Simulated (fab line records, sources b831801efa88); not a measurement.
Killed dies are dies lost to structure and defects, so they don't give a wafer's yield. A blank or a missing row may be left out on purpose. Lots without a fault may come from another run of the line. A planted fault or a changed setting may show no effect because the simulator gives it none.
Which tool did it? | flow sky130 | 12 lots, 36 wafers sampled, at 4 steps of a route of 708

WHAT THE GAUGES READ, wafer by wafer
SKY_LDD_P_CD_MEAS_07: target cd 380 nm. Usual: cd_nm 379.3 nm, standard deviation 2.1.
lot  | measured     | on        | cd_nm (nm)        | flag
L766 | day 19 00:35 | cd_sem-01 | 377.1 378.9 376.3 |
L768 | day 19 14:41 | cd_sem-01 | 381.4 382.6 380.2 |
L774 | day 21 23:22 | cd_sem-01 | 380.7 379.6 380.4 |
L776 | day 23 01:38 | cd_sem-02 | 381.1 376.1 380.6 |
L782 | day 25 01:47 | cd_sem-01 | 383.2 379.9 382.9 |
L784 | day 25 16:00 | cd_sem-02 | 378.0 377.8 378.6 |
L783 | day 25 19:48 | cd_sem-02 | 377.5 379.9 378.8 |
L785 | day 26 00:55 | cd_sem-01 | 382.6 382.6 380.9 |
L786 | day 26 03:14 | cd_sem-01 | 383.2 382.0 380.3 |
L787 | day 26 13:14 | cd_sem-02 | 380.1 380.1 381.0 |
L788 | day 26 21:11 | cd_sem-01 | 377.6 377.8 376.9 |
L789 | day 27 06:11 | cd_sem-01 | 380.0 378.9 378.1 |

WHICH TOOL RAN EACH LOT (tool, then ch and the chambers of the sampled wafers, then the start)
lot  | SKY_GATE_OXIDE_STRIP_13              | SKY_LDD_N_IMPLANT_08            | SKY_LDD_N_STRIP_16
L766 | plasma_asher-02 ch 0,1, day 13 22:53 | implanter-03 ch 0, day 17 17:47 | plasma_asher-01 ch 0,1, day 17 18:58
L768 | plasma_asher-04 ch 0,1, day 14 10:53 | implanter-01 ch 0, day 18 07:39 | plasma_asher-04 ch 0,1, day 18 08:50
L774 | plasma_asher-02 ch 0,1, day 16 13:52 | implanter-01 ch 0, day 20 15:58 | plasma_asher-01 ch 0,1, day 20 17:08
L776 | plasma_asher-04 ch 1, day 17 11:40   | implanter-01 ch 0, day 21 17:07 | plasma_asher-04 ch 0,1, day 21 18:19
L782 | plasma_asher-02 ch 0,1, day 19 14:40 | implanter-01 ch 0, day 23 19:08 | plasma_asher-04 ch 0,1, day 23 20:20
L784 | plasma_asher-02 ch 0,1, day 20 06:16 | implanter-01 ch 0, day 24 09:11 | plasma_asher-02 ch 0,1, day 24 10:22
L783 | plasma_asher-04 ch 0,1, day 20 12:37 | implanter-02 ch 0, day 24 13:52 | plasma_asher-01 ch 0,1, day 24 15:01
L785 | plasma_asher-03 ch 0,1, day 20 17:04 | implanter-02 ch 0, day 24 18:19 | plasma_asher-02 ch 0,1, day 24 19:29
L786 | plasma_asher-02 ch 0,1, day 20 19:26 | implanter-01 ch 0, day 24 20:35 | plasma_asher-01 ch 0,1, day 24 21:47
L787 | plasma_asher-03 ch 1, day 21 07:43   | implanter-01 ch 0, day 25 06:41 | plasma_asher-02 ch 0,1, day 25 07:53
L788 | plasma_asher-04 ch 0,1, day 21 13:55 | implanter-02 ch 0, day 25 14:34 | plasma_asher-01 ch 0,1, day 25 15:45
L789 | plasma_asher-04 ch 0,1, day 22 00:04 | implanter-02 ch 0, day 25 23:14 | plasma_asher-02 ch 0,1, day 26 00:26
- SKY_GATE_OXIDE_STRIP_13: strips in O2/N2.
- SKY_LDD_N_IMPLANT_08
- SKY_LDD_N_STRIP_16: strips in O2/N2.

WHAT THE TOOLS THEMSELVES READ (means of the sampled wafers that have a number; where no wafer has one, the mark that the record gives instead)
SKY_GATE_OXIDE_STRIP_13. Usual: drypump_motor_current_A 5.6 A, standard deviation 0.46; oes_product_au 0.715 a.u., standard deviation 0.0052; strip_time_to_endpoint_s 14.17 s, standard deviation 0.049.
lot  | tool            | drypump_motor_current_A (A) | oes_product_au (a.u.) | strip_time_to_endpoint_s (s) | flag
L766 | plasma_asher-02 | 5.6                         | 0.720                 | 14.19                        |
L768 | plasma_asher-04 | 5.3                         | 0.714                 | 14.17                        |
L774 | plasma_asher-02 | 5.6                         | 0.718                 | 14.14                        |
L776 | plasma_asher-04 | 5.5                         | 0.717                 | 14.15                        |
L782 | plasma_asher-02 | 5.6                         | 0.713                 | 14.19                        |
L784 | plasma_asher-02 | 5.5                         | 0.715                 | 14.12                        |
L783 | plasma_asher-04 | 5.1                         | 0.717                 | 14.17                        |
L785 | plasma_asher-03 | 6.4                         | 0.718                 | 14.27                        |
L786 | plasma_asher-02 | 5.6                         | 0.715                 | 14.19                        |
L787 | plasma_asher-03 | 6.4                         | 0.718                 | 14.22                        |
L788 | plasma_asher-04 | 5.1                         | 0.717                 | 14.12                        |
L789 | plasma_asher-04 | 5.3                         | 0.707                 | 14.19                        |

SKY_LDD_N_IMPLANT_08. Usual: end_station_pressure_torr 5.35e-06 Torr, standard deviation 2.9e-07; rotation_deg 22.993 degrees, standard deviation 0.021.
lot  | tool         | end_station_pressure_torr (Torr) | rotation_deg (degrees) | flag
L766 | implanter-03 | 5.31e-06                         | 22.979                 |
L768 | implanter-01 | 5.34e-06                         | 23.007                 |
L774 | implanter-01 | 5.41e-06                         | 229.737                | OFF
L776 | implanter-01 | 5.23e-06                         | 229.740                | OFF
L782 | implanter-01 | 5.32e-06                         | 23.012                 |
L784 | implanter-01 | 5.43e-06                         | 22.957                 |
L783 | implanter-02 | 5.48e-06                         | 22.995                 |
L785 | implanter-02 | 5.34e-06                         | 22.997                 |
L786 | implanter-01 | 5.28e-06                         | 22.982                 |
L787 | implanter-01 | 5.74e-06                         | 22.953                 |
L788 | implanter-02 | 5.32e-06                         | 22.976                 |
L789 | implanter-02 | 5.39e-06                         | 23.012                 |

SKY_LDD_N_STRIP_16. Usual: drypump_motor_current_A 5.56 A, standard deviation 0.28; oes_product_au 0.407 a.u., standard deviation 0.0048; strip_time_to_endpoint_s 4.317 s, standard deviation 0.015.
lot  | tool            | drypump_motor_current_A (A) | oes_product_au (a.u.) | strip_time_to_endpoint_s (s) | flag
L766 | plasma_asher-01 | 5.84                        | 0.408                 | 4.311                        |
L768 | plasma_asher-04 | 5.28                        | 0.413                 | 4.323                        |
L774 | plasma_asher-01 | 5.78                        | 0.403                 | 4.300                        |
L776 | plasma_asher-04 | 5.12                        | 0.405                 | 4.328                        |
L782 | plasma_asher-04 | 5.30                        | 0.410                 | 4.335                        |
L784 | plasma_asher-02 | 5.55                        | 0.404                 | 4.327                        |
L783 | plasma_asher-01 | 5.78                        | 0.405                 | 4.319                        |
L785 | plasma_asher-02 | 5.54                        | 0.407                 | 4.319                        |
L786 | plasma_asher-01 | 5.79                        | 0.410                 | 4.318                        |
L787 | plasma_asher-02 | 5.55                        | 0.410                 | 4.312                        |
L788 | plasma_asher-01 | 5.83                        | 0.408                 | 4.311                        |
L789 | plasma_asher-02 | 5.54                        | 0.409                 | 4.326                        |

THE ANSWER, worked out from the rows above alone
Rule: a lot is off if the mean of its wafers that have a number lies more than 3 standard deviations from the usual mean. A lot without any number at a reading at which 4 lots or more have one is off too. The other lots that the step has rows for count as sound. The gauges are gone through in route order, then the tools' own readings, and for those a lot's mean is taken as printed above. The first step at which some lot is off is used, and at that step the reading that is off furthest; a lot without a number counts as furthest.
Off: L774, L776, at SKY_LDD_N_IMPLANT_08 (rotation_deg).
A tool fits if, at that step or a process step before it, it ran every lot that is off, and no sound lot after the first of them. None of those tried fits.

WHAT THE SIMULATOR HAD PUT IN
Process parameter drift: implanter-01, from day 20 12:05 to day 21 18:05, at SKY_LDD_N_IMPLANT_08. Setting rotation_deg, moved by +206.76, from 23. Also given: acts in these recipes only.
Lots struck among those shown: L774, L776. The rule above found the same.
